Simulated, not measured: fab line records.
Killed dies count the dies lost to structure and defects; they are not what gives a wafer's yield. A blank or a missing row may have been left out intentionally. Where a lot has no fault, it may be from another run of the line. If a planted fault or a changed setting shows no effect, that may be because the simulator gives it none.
Shared-tool check :: flow gf180mcu :: Sampled: 13 lots, 45 wafers

REASON IT WAS OPENED
GF_HV_LDD_THK_MEAS_55, reading HV_LDD_CVD_54_THK: flagged on 2 of 13 lots. No-fault wafers: 9.98 nm, standard deviation 0.14.
Rule: flag the lot when none of its wafers has a number, or when each of its wafers that has one lies beyond 4 standard deviations from that mean. The other lots count as sound.

lot: L117
measured: day 12 16:47
on: film-metro-01
HV_LDD_CVD_54_THK (nm), wafer by wafer: 9.96 10.18 10.13
flag: 

lot: L120
measured: day 13 21:35
on: film-metro-04
HV_LDD_CVD_54_THK (nm), wafer by wafer: 13.76 13.75 13.57 13.84 13.70 13.67
flag: FLAGGED

lot: L123
measured: day 14 16:23
on: film-metro-04
HV_LDD_CVD_54_THK (nm), wafer by wafer: 13.57 13.63 13.55 13.60 13.64 13.43
flag: FLAGGED

lot: L128
measured: day 16 12:49
on: film-metro-03
HV_LDD_CVD_54_THK (nm), wafer by wafer: 9.94 9.88 9.86
flag: 

lot: L129
measured: day 17 03:02
on: film-metro-04
HV_LDD_CVD_54_THK (nm), wafer by wafer: 9.93 10.04 10.02
flag: 

lot: L131
measured: day 17 16:29
on: film-metro-04
HV_LDD_CVD_54_THK (nm), wafer by wafer: 10.00 9.93 9.97
flag: 

lot: L132
measured: day 18 00:39
on: film-metro-01
HV_LDD_CVD_54_THK (nm), wafer by wafer: 9.98 10.13 10.10
flag: 

lot: L133
measured: day 18 03:10
on: film-metro-03
HV_LDD_CVD_54_THK (nm), wafer by wafer: 9.86 9.90 9.82
flag: 

lot: L134
measured: day 18 08:41
on: film-metro-03
HV_LDD_CVD_54_THK (nm), wafer by wafer: 10.03 9.96 10.18
flag: 

lot: L135
measured: day 18 18:25
on: film-metro-01
HV_LDD_CVD_54_THK (nm), wafer by wafer: 9.99 10.23 9.92
flag: 

lot: L136
measured: day 19 02:35
on: film-metro-04
HV_LDD_CVD_54_THK (nm), wafer by wafer: 10.05 10.17 9.98
flag: 

lot: L137
measured: day 19 06:22
on: film-metro-01
HV_LDD_CVD_54_THK (nm), wafer by wafer: 9.66 9.85 9.88
flag: 

lot: L138
measured: day 19 18:52
on: film-metro-04
HV_LDD_CVD_54_THK (nm), wafer by wafer: 10.03 9.94 9.95
flag: 
The numbers of the flagged lots are 13.64 nm on average: +3.66 nm against the usual, or +26 standard deviations.

LOT BY LOT: THE TOOL USED
The record keeps 1 process step preceding the reading, out of 602 steps on the route. Each cell gives the tool, then ch followed by the chambers the sampled wafers passed through, then the start.
lot: L117
flag: 
GF_HV_LDD_CVD_54: lpcvd-02 ch 0, day 12 15:46

lot: L120
flag: FLAGGED
GF_HV_LDD_CVD_54: lpcvd-02 ch 0, day 13 20:34

lot: L123
flag: FLAGGED
GF_HV_LDD_CVD_54: lpcvd-02 ch 0, day 14 15:22

lot: L128
flag: 
GF_HV_LDD_CVD_54: lpcvd-01 ch 1, day 16 11:48

lot: L129
flag: 
GF_HV_LDD_CVD_54: lpcvd-01 ch 1, day 17 02:01

lot: L131
flag: 
GF_HV_LDD_CVD_54: lpcvd-02 ch 0, day 17 15:27

lot: L132
flag: 
GF_HV_LDD_CVD_54: lpcvd-02 ch 1, day 17 23:38

lot: L133
flag: 
GF_HV_LDD_CVD_54: lpcvd-01 ch 1, day 18 02:08

lot: L134
flag: 
GF_HV_LDD_CVD_54: lpcvd-01 ch 1, day 18 07:39

lot: L135
flag: 
GF_HV_LDD_CVD_54: lpcvd-02 ch 0, day 18 17:24

lot: L136
flag: 
GF_HV_LDD_CVD_54: lpcvd-02 ch 0, day 19 01:34

lot: L137
flag: 
GF_HV_LDD_CVD_54: lpcvd-02 ch 1, day 19 05:20

lot: L138
flag: 
GF_HV_LDD_CVD_54: lpcvd-01 ch 0, day 19 17:49
What is done by these steps:
- GF_HV_LDD_CVD_54: deposits SiO2 from TEOS, target thk 10 nm, time 75 s.
- GF_HV_LDD_THK_MEAS_55

FLAGGED AGAINST TOTAL, ONE TOOL AT A TIME (gauges that did the reading follow at the end)
step: GF_HV_LDD_CVD_54
tool: lpcvd-01
lots run: 5
flagged: 0
share of the flagged lots: none
sound lots run after its first flagged lot: -

step: GF_HV_LDD_CVD_54
tool: lpcvd-02
lots run: 8
flagged: 2
share of the flagged lots: all
sound lots run after its first flagged lot: 5 (L131,L132,L135,L136,L137)

step: GF_HV_LDD_THK_MEAS_55
tool: film-metro-01
lots run: 4
flagged: 0
share of the flagged lots: none
sound lots run after its first flagged lot: -

step: GF_HV_LDD_THK_MEAS_55
tool: film-metro-03
lots run: 3
flagged: 0
share of the flagged lots: none
sound lots run after its first flagged lot: -

step: GF_HV_LDD_THK_MEAS_55
tool: film-metro-04
lots run: 6
flagged: 2
share of the flagged lots: all
sound lots run after its first flagged lot: 4 (L129,L131,L136,L138)

WHAT IS ALLOWED BY THE TABLE
In 2 table rows, all flagged lots were run: lpcvd-02 (GF_HV_LDD_CVD_54), film-metro-04 (GF_HV_LDD_THK_MEAS_55).
- lpcvd-02 at GF_HV_LDD_CVD_54 ran 8 lots, 2 of them flagged. After the first flagged lot (L131, L132, L135, L136, L137), sound lots still ran on it; a lasting fault on the whole tool would not permit that. Its own readings lie more than 4 standard deviations out on every wafer of the flagged lots: spike-tc-bottom-C, spike-tc-centre-C, spike-tc-lower-C, spike-tc-top-C, spike-tc-upper-C.
- film-metro-04 at GF_HV_LDD_THK_MEAS_55 ran 6 lots, 2 of them flagged. After the first flagged lot (L129, L131, L136, L138), sound lots still ran on it; a lasting fault on the whole tool would not permit that.
Every row of the table either missed a flagged lot or ran a sound lot after the first.

WHAT THE SIMULATOR PUT IN
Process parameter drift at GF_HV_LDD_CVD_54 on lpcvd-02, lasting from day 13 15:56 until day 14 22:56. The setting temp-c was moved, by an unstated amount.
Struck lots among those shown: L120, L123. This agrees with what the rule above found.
